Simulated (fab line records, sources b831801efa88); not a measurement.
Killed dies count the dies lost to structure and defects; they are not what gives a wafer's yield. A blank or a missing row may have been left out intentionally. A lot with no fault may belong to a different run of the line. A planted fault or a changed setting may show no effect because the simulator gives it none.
Comparing a struck lot with a sound one ; flow sky130 ; 17 steps out of a route of 708
Sound: the wafers L894.3, L894.4, L894.6. Wafers L905.1, L905.3, L905.4 were the ones struck. The cause is named last.
Each step with rows lists, per side, the tool, then ch with its chambers, then its first start. Under that, the readings that differ: sound wafers ; struck wafers ; difference of the means ; sigmas: that difference in standard deviations of wafers without a fault.
alike: readings whose means differ by less than 2 such deviations, and words and numbers that are the same on both sides. not compared: withheld readings, readings that some wafer has no value for, bounds like >300 that may hide the same value, and numbers for which the record gives no deviation and whose values overlap.
The two part at a step that has a row with sigmas, a row that says differs or no value, or rows on one side only. Numbers that have no deviation but don't overlap get no sigmas and don't part them. A reading that every wafer of one side lacks parts them only if that side has two wafers or more.

first, 3 steps without rows for these wafers: SKY_LI_CONTACT_EXPOSE_09 (exposes mask LICM1, target cd 170 nm); SKY_LI_CONTACT_PEB_10; SKY_LI_CONTACT_DEVELOP_11 (develop time 60 s).
SKY_LI_CONTACT_CD_MEAS_12: target cd 170 nm.
  sound: cd-sem-01 at day 29 22:29; struck: cd-sem-02 at day 33 12:44
  alike: cd-nm
SKY_LI_CONTACT_OVL_MEAS_13:
  sound: overlay-02 at day 29 22:34; struck: overlay-01 at day 33 12:52
  alike: LI_CONTACT_OVL
SKY_LI_CONTACT_ETCH_14: etches BARC in N2/H2, stops on SiO2, time 45.9 s, target depth 60 nm.
  sound on rie-diel-04 ch 0,1,2, day 29 22:35; struck on rie-diel-04 ch 1,2,3, day 33 12:53
  alike: drypump-motor-current-A, h2-flow-sccm, oes-product-au, throttle-valve-pct
  not compared: rf-hours-counter-h
then, 1 step without rows for these wafers: SKY_LI_CONTACT_ETCH_15 (etches PSG in C4F8/O2/Ar, stops on Si, target depth 600 nm).
SKY_LI_CONTACT_STRIP_16: strips in O2/N2.
  sound on plasma-asher-04 ch 0,1, day 29 22:45; struck on plasma-asher-01 ch 0,1, day 33 13:01
  alike: drypump-motor-current-A, o2-flow-sccm, oes-product-au, strip-time-to-endpoint-s
  not compared: rf-hours-counter-h
then, 2 steps without rows for these wafers: SKY_LI_CONTACT_CLEAN_17 (cleans in NMP, time 600 s); SKY_LI_CONTACT_PRE_CLEAN_18 (time 5.6 s).
SKY_LI_CONTACT_SPUTTER_19: material Ti, target thk 20 nm, time 106.37 s.
  sound: pvd-sputter-04 at day 29 23:02; struck: pvd-sputter-01 at day 33 13:19
  alike: throttle-valve-pct
SKY_LI_CONTACT_SPUTTER_20: material TiN, target thk 20 nm, time 80 s.
  sound: pvd-sputter-04 at day 29 23:07; struck: pvd-sputter-01 at day 33 13:23
  alike: throttle-valve-pct
SKY_LI_CONTACT_CVD_21: deposits W, target thk 400 nm, time 120.56 s.
  sound on cvd-w-01 ch 0,1, day 29 23:13; struck on cvd-w-01 ch 0,1, day 33 13:27
reading;sound;struck;difference;sigmas
chamber-pressure-Torr (Torr);40.00 40.05 40.04;47.17 47.04 47.10;+7.07;+93
model.W_of_LI_CONTACT_CVD_21.thk-nm (nm);405.7 394.3 402.6;433.4 434.4 430.4;+31.9;
  alike: heater-power-outer-w, heater-power-w
SKY_LI_CONTACT_RS_MEAS_22: measures by four-point-probe.
  sound: film-metro-02 at day 29 23:20; struck: film-metro-04 at day 33 13:35
reading;sound;struck;difference;sigmas
LI_CONTACT_W_RS (ohm/sq);0.2805 0.2891 0.2828;0.2634 0.2628 0.2646;-0.0205;-8
SKY_LI_CONTACT_THK_MEAS_23: measures by xrf.
  sound: film-metro-02 at day 29 23:26; struck: film-metro-04 at day 33 13:42
reading;sound;struck;difference;sigmas
LI_CONTACT_W_THK (nm);429 416 427;442 445 438;+18;+3
SKY_LI_CONTACT_CMP_24: polishes, stops on PSG, t overpolish 20 s, target thk 0 nm.
  sound on cmp-01 ch 0,2,3, day 29 23:31; struck on cmp-01 ch 0,2,3, day 33 13:53
  alike: motor-current-A
SKY_PAD_OPEN_PROBE_99:
  rows exist in the record for the sound wafers here (prober-02, day 46 13:49), none for the struck ones

== WHERE THEY PART ==
Last at SKY_PAD_OPEN_PROBE_99 as far as this record goes, first at SKY_LI_CONTACT_CVD_21.

WHY: whatever the simulator had introduced
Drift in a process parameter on cvd-w-01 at SKY_LI_CONTACT_CVD_21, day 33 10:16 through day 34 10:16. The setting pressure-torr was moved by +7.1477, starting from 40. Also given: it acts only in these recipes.
